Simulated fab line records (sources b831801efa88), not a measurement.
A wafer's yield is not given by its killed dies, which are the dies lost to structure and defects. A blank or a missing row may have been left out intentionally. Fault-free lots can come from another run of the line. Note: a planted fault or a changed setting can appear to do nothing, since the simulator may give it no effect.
Struck lot and sound lot, side by side    flow sky130    16 steps out of a route of 708
Sound: the wafers L779.3, L779.4, L779.5. Struck: wafers L776.3, L776.6. (L776.5 of the same lot was not struck and is left out.) The cause comes at the end.
Each step with rows lists, per side, the tool, then ch with its chambers, then its first start. Under that, the readings that differ: sound wafers    struck wafers    difference of the means    sigmas: that difference in standard deviations of wafers without a fault.
alike: readings with means less than 2 such deviations apart, plus words and numbers identical on both sides. not compared: withheld readings, readings lacking a value on some wafer, bounds such as >300 that could conceal the same value, and numbers that have no deviation in the record and whose values overlap.
A row with sigmas, a row that says differs or no value, or rows on one side alone: a step with any of these is where the two part. Non-overlapping numbers with no deviation appear without sigmas and do not part them. Lack of a reading on every wafer of one side parts them only where that side has two or more wafers.

first, 8 steps without rows for these wafers: SKY_METAL1_DEHYDRATE_07 (time 60 s); SKY_METAL1_HMDS_08 (prime time 60 s); SKY_METAL1_COAT_09 (resist thk 60 nm); SKY_METAL1_COAT_10 (resist thk 450 nm); SKY_METAL1_SOFTBAKE_11 (time 90 s); SKY_METAL1_EXPOSE_12 (exposes mask MM1, target cd 140 nm); SKY_METAL1_PEB_13; SKY_METAL1_DEVELOP_14 (develop time 60 s).
SKY_METAL1_CD_MEAS_15: the cd target is 140 nm.
  sound on cdSem-02, day 36 03:05; struck on cdSem-02, day 35 06:57
  alike: cdNm
SKY_METAL1_OVL_MEAS_16:
  sound on overlay-01, day 36 03:11; struck on overlay-01, day 35 07:02
  alike: METAL1_OVL
SKY_METAL1_DESCUM_17: chemistry O2, time 8 s.
  sound on rieMetal-02 ch 0,1, day 36 03:13; struck on rieMetal-03 ch 1, day 35 07:05
  alike: drypumpMotorCurrentA, oesProductAu
  not compared: rfHoursCounterH
SKY_METAL1_ETCH_18: etches BARC in N2/H2, stops on SiO2, time 45.9 s, target depth 60 nm.
  sound on rieMetal-02 ch 0,1, day 36 03:16; struck on rieMetal-03 ch 1, day 35 07:07
  alike: drypumpMotorCurrentA, oesProductAu, throttleValvePct
  not compared: rfHoursCounterH
SKY_METAL1_METAL_ETCH_19: etches the open film in Cl2/BCl3, stops on SiO2, target depth 360 nm, time 78 s.
  sound on rieMetal-02 ch 0,1, day 36 03:20; struck on rieMetal-03 ch 1, day 35 07:11
reading                                       sound              struck       difference  sigmas
model.KrF-thick_of_METAL1_COAT_10.thkNm (nm)  151.5 153.5 152.8  212.8 213.1  +60.3       
model.METAL1.cdNm (nm)                        139.6 138.3 140.7  144.1 143.8  +4.4        
model.SiO2_of_CONTACT_HDPCVD_02.thkNm (nm)    326.8 325.5 325.5  329.3 329    +3.2        
  alike: drypumpMotorCurrentA, oesProductAu, throttleValvePct
  not compared: rfHoursCounterH
SKY_METAL1_STRIP_20: strips in O2/N2.
  sound on plasmaAsher-03 ch 0,1, day 36 03:26; struck on plasmaAsher-01 ch 0,1, day 35 07:17
reading                   sound              struck       difference  sigmas
oesProductAu (a.u.)       0.341 0.335 0.332  0.364 0.368  +0.030      +6
stripTimeToEndpointS (s)  2.62 2.66 2.64     3.27 3.29    +0.64       +15
  alike: drypumpMotorCurrentA
  not compared: rfHoursCounterH
then, 1 step without rows for these wafers: SKY_METAL1_STRIP_21 (strips in post etch residue remover, time 1200 s).
SKY_PAD_OPEN_PROBE_99:
  the record has rows for the sound wafers here (prober-01, day 48 09:02) and none for the struck ones

WHERE THEY PART
Earliest at SKY_METAL1_STRIP_20; latest, in this record, at SKY_PAD_OPEN_PROBE_99.

WHY: whatever the simulator had introduced
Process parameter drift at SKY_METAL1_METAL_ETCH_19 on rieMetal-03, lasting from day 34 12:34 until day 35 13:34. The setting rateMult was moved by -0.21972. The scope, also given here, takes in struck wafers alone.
